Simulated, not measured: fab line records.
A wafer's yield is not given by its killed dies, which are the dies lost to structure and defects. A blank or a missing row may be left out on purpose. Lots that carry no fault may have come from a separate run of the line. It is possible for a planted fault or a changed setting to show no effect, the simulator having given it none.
A lot that was struck, set against a sound lot / flow sky130 / 17 steps out of a route of 708
Sound: wafers L172.3, L172.4, L172.5. Wafers L164.1, L164.4, L164.6 were the ones struck. The cause comes at the end.
Each step with rows lists, per side, the tool, then ch with its chambers, then its first start. Under that, the readings that differ: sound wafers / struck wafers / difference of the means / sigmas: that difference in standard deviations of wafers without a fault.
alike: readings with means less than 2 such deviations apart, plus words and numbers identical on both sides. not compared: withheld readings, readings lacking a value on some wafer, bounds such as >300 that could conceal the same value, and numbers that have no deviation in the record and whose values overlap.
A row with sigmas, a row that says differs or no value, or rows on one side alone: a step with any of these is where the two part. When numbers do not overlap yet have no deviation, they are printed without sigmas and do not part them. A reading missing from all wafers of one side parts the sides only when that side holds two or more wafers.

first, 5 steps without rows for these wafers: SKY_SD_N_COAT_02 (resist thk 1140 nm); SKY_SD_N_SOFTBAKE_03 (time 60 s); SKY_SD_N_EXPOSE_04 (exposes mask NSDM, target cd 380 nm); SKY_SD_N_PEB_05; SKY_SD_N_DEVELOP_06 (develop time 60 s).
SKY_SD_N_CD_MEAS_07: the cd target is 380 nm.
  sound on cd sem-01, day 32 23:43; struck on cd sem-02, day 29 23:56
  alike: cd nm
SKY_SD_N_OVL_MEAS_08:
  sound on overlay-01, day 32 23:49; struck on overlay-01, day 30 00:04
  alike: SD_N_OVL
then, 2 steps without rows for these wafers: SKY_SD_N_IMPLANT_09; SKY_SD_N_IMPLANT_10.
SKY_SD_N_STRIP_11: strips in O2/N2.
  sound on plasma asher-02 ch 0,1, day 33 00:10; struck on plasma asher-02 ch 0,1, day 30 00:23
  alike: drypump motor current A, oes product au, strip time to endpoint s
  not compared: rf hours counter h
SKY_SD_N_TW_MEAS_12:
  sound on film metro-02, day 33 00:16; struck on film metro-04, day 30 00:29
reading=SD_N_TW; sound=3976 3944 3981; struck=4017 4030 4038; difference=+61; sigmas=+2
then, 1 step without rows for these wafers: SKY_SD_N_CLEAN_13 (cleans in SC1/SC2, time 150 s).
SKY_SD_N_RTA_14: time 2 s.
  sound on rtp anneal-01 ch 0, day 33 00:22; struck on rtp anneal-02 ch 0, day 30 00:36
reading=lamp power pct (%); sound=15.72 15.72 15.82; struck=15.08 15.02 15.07; difference=-0.70; sigmas=-12
reading=wafer_temp_C_max; sound=1078.3 1078.2 1077.3; struck=1052.9 1052.7 1051.4; difference=-25.6; sigmas=-23
SKY_SD_N_RS_MEAS_16: uses a four-point probe to measure.
  sound on film metro-02, day 33 00:34; struck on film metro-02, day 30 00:47
reading=SD_N_RS (ohm/sq); sound=68.34 68.47 68.24; struck=72.11 72.39 72.15; difference=+3.87; sigmas=+30
SKY_SD_N_RS_MEAS_17: uses a four-point probe to measure.
  sound on film metro-02, day 33 00:41; struck on film metro-02, day 30 00:54
reading=SD_P_RS (ohm/sq); sound=147.0 146.8 147.1; struck=169.2 169.1 168.8; difference=+22.1; sigmas=+69
SKY_SD_N_RS_MEAS_18: uses a four-point probe to measure.
  sound on film metro-02, day 33 00:48; struck on film metro-02, day 30 01:01
  alike: RES_XHIGH_RS
-- the record jumps here: 17 days lie between the struck wafers' starts before and after (it left off in module SD_N and takes up again in module PAD_OPEN, whose first step shown is number 708 of the route) --
SKY_PAD_OPEN_PROBE_99:
  sound on prober-02, day 49 09:43; struck on prober-01, day 47 06:17
reading=model.etest.res xhigh po.line ohm um; sound=5847 5709; struck=7418 7494 7408; difference=+1662; sigmas=
reading=model.etest.res xhigh po.rs ohm sq; sound=2012 2019; struck=2579 2607 2593; difference=+578; sigmas=
reading=model.etest.pfet_01v8.r on ohm um; sound=2896 2981; struck=3194 3216 3135; difference=+243; sigmas=
reading=model.etest.tip p.rs ohm sq; sound=6846 6830; struck=7004 7046 7023; difference=+186; sigmas=
reading=model.etest.res pdiff.line ohm um; sound=1421 1433; struck=1672 1603 1563; difference=+186; sigmas=
reading=model.etest.res high po.line ohm um; sound=747.6 743.3; struck=910.1 918 903.4; difference=+165.0; sigmas=
reading=model.etest.licon high po.rc ohm; sound=364.9 352.6; struck=509.1 530.8 510.3; difference=+158.0; sigmas=
reading=model.etest.pfet g5v0d10v5.r on ohm um; sound=4792 4799; struck=5014 5011 4902; difference=+180; sigmas=

## WHERE THEY PART
Last at SKY_SD_N_RS_MEAS_17 as far as this record goes, first at SKY_SD_N_TW_MEAS_12. Later steps at which nothing parts them and some readings are alike: SKY_SD_N_RS_MEAS_18.

WHY: what the simulator had put in
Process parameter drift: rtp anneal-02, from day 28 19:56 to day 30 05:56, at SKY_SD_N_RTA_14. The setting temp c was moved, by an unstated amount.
